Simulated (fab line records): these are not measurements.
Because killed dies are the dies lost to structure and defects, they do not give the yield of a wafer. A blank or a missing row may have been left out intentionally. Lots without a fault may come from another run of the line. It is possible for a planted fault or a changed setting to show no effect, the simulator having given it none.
Matching of chambers    flow gf180mcu    GF_MIM_CVD_05 on pecvd-03: 3 sister chambers
The step deposits Si3N4, target thk 42 nm, time 29.086 s. 3 wafers are shown with their chamber, then 9 later ones without.

## EACH WAFER AND ITS CHAMBER
wafer   chamber  heater-power-w (W)
L691.6  0        589
L692.4  1        549
L692.6  2        782

## WAFERS WHOSE CHAMBER IS MISSING
wafer   heater-power-w (W)
L696.1  655
L696.3  503
L696.5  501
L697.1  703
L697.3  647
L697.6  635
L702.1  728
L702.3  488
L702.5  476

## THE CHAMBER EACH PASSED THROUGH
wafer   from the rows above           in truth
L696.1  can't be placed: 0 or 1 or 2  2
L696.3  can't be placed: 1 or 0       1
L696.5  can't be placed: 1 or 0       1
L697.1  can't be placed: 2 or 0 or 1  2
L697.3  can't be placed: 0 or 1 or 2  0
L697.6  can't be placed: 0 or 1 or 2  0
L702.1  can't be placed: 2 or 0       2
L702.3  can't be placed: 1 or 0       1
L702.5  can't be placed: 1 or 0       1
0 of 9 placed correctly. These rows do not allow placing 9 (true chamber among the candidates in 9). Number placed wrongly: 0.
How it was worked out, from the rows above alone: a wafer's distance from a chamber is the root of the sum, over the readings, of the square of ((its reading less the chamber's mean) divided by the reading's scatter). The wafer belongs to the nearest chamber; if the next one is less than 2 further off, it can't be placed. Each chamber's mean is taken over the wafers shown for it. The scatter (one wafer shown for each chamber): square how far every hidden wafer sits from the nearest shown wafer, average those squares and take the square root.
